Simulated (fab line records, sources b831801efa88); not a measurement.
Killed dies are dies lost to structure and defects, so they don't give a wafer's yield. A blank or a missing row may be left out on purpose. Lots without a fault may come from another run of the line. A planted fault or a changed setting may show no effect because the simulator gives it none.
Split-lot experiment | flow sky130 | 5 lots, 23 wafers read, on a route of 708 steps

THE SPLIT
At SKY_CONTACT_SPUTTER_23 (material TiN, target thk 20 nm, time 80 s), the setting time_s was moved away from the recipe's 80 s on 8 of the 23 wafers read, by -12.5% to +6.9%. The other wafers ran this setting at the recipe's value.

The reading is taken at the split's own step.

THE READING
TiN_of_CONTACT_SPUTTER_23.thk_nm (the simulator's own value, which no gauge read), in nm, at SKY_CONTACT_SPUTTER_23 (material TiN, target thk 20 nm, time 80 s). The file gives no usual value for it. The 15 wafers here that ran the recipe average 20.01 nm, standard deviation 0.25 nm.

wafer  | tool, chamber at the split | time_s as run, s | against the recipe | TiN_of_CONTACT_SPUTTER_23.thk_nm, nm | against lot-mates on the recipe
L074.1 | pvd_sputter-01, -          | 80               | recipe             | 19.77                                | -
L074.3 | pvd_sputter-01, -          | 80               | recipe             | 20.22                                | -
L074.4 | pvd_sputter-01, -          | 80               | recipe             | 19.69                                | -
L074.5 | pvd_sputter-01, -          | 80               | recipe             | 19.92                                | -
L074.6 | pvd_sputter-01, -          | 80               | recipe             | 19.8                                 | -
L080.1 | pvd_sputter-02, -          | 69.98            | -12.5%             | 17.57                                | -2.36
L080.2 | pvd_sputter-02, -          | 69.98            | -12.5%             | 17.29                                | -2.64
L080.3 | pvd_sputter-02, -          | 80               | recipe             | 19.78                                | -
L080.4 | pvd_sputter-02, -          | 80               | recipe             | 20.07                                | -
L080.5 | pvd_sputter-02, -          | 69.98            | -12.5%             | 17.5                                 | -2.43
L081.1 | pvd_sputter-02, -          | 80               | recipe             | 19.69                                | -
L081.3 | pvd_sputter-02, -          | 80               | recipe             | 19.95                                | -
L081.6 | pvd_sputter-02, -          | 80               | recipe             | 20                                   | -
L083.1 | pvd_sputter-03, -          | 83.17            | +4.0%              | 21.03                                | +0.80
L083.2 | pvd_sputter-03, -          | 83.17            | +4.0%              | 21.01                                | +0.78
L083.3 | pvd_sputter-03, -          | 80               | recipe             | 20.27                                | -
L083.4 | pvd_sputter-03, -          | 80               | recipe             | 20.19                                | -
L083.6 | pvd_sputter-03, -          | 83.17            | +4.0%              | 20.86                                | +0.63
L085.1 | pvd_sputter-01, -          | 80               | recipe             | 20.46                                | -
L085.2 | pvd_sputter-01, -          | 80               | recipe             | 20.42                                | -
L085.3 | pvd_sputter-01, -          | 85.54            | +6.9%              | 21.36                                | +1.11
L085.4 | pvd_sputter-01, -          | 80               | recipe             | 19.88                                | -
L085.5 | pvd_sputter-01, -          | 85.54            | +6.9%              | 21.62                                | +1.37

THE FIT
A straight line over all 23 wafers: TiN_of_CONTACT_SPUTTER_23.thk_nm changes by +0.209 nm for each +1% of time_s; r = +0.98; the points scatter about the line by 0.22 nm.
The same after taking each lot's own level away (the mean of its wafers on the recipe; 23 wafers): +0.193 nm for each +1%; r = +0.99; scatter 0.17 nm.
On that fit, the largest move of time_s shifts the reading by 2.4 nm.
The lots' own levels span 19.880 to 20.253 nm, that is 1.5 times the standard deviation above.
So the lot-to-lot level changes the slope little: the two slopes agree.
Check: with one of the wafers moved furthest among these (-12.5%) left out of the fit, the line predicts -2.47 nm for it against its lot-mates. It came out at -2.36 nm against them.

OTHER SPLITS ON THESE WAFERS
These wafers also went through other splits before the reading. Each is held against what the fit with the lots' levels taken away leaves over:
other split on the same wafers           | wafers away from the commonest value | r with TiN_of_CONTACT_SPUTTER_23.thk_nm (lot level and that fit taken away)
SKY_SD_N_STRIP_11 power_w                | 6                                    | -0.20
SKY_LI_CONTACT_ETCH_14 time_s            | 7                                    | +0.31
SKY_LI_CONTACT_CVD_21 temp_c             | 12                                   | -0.13
SKY_LI_CONTACT_CMP_24 platen_rpm         | 10                                   | -0.05
SKY_LOCAL_INTERCONNECT_EXPOSE_08 dose_mj | 4                                    | -0.10
SKY_CONTACT_HDPCVD_02 time_s             | 7                                    | -0.04

THE FILE'S OWN FIT
TiN_of_CONTACT_SPUTTER_23.thk_nm changes by +0.192 nm for each +1% of time_s, r = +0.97.
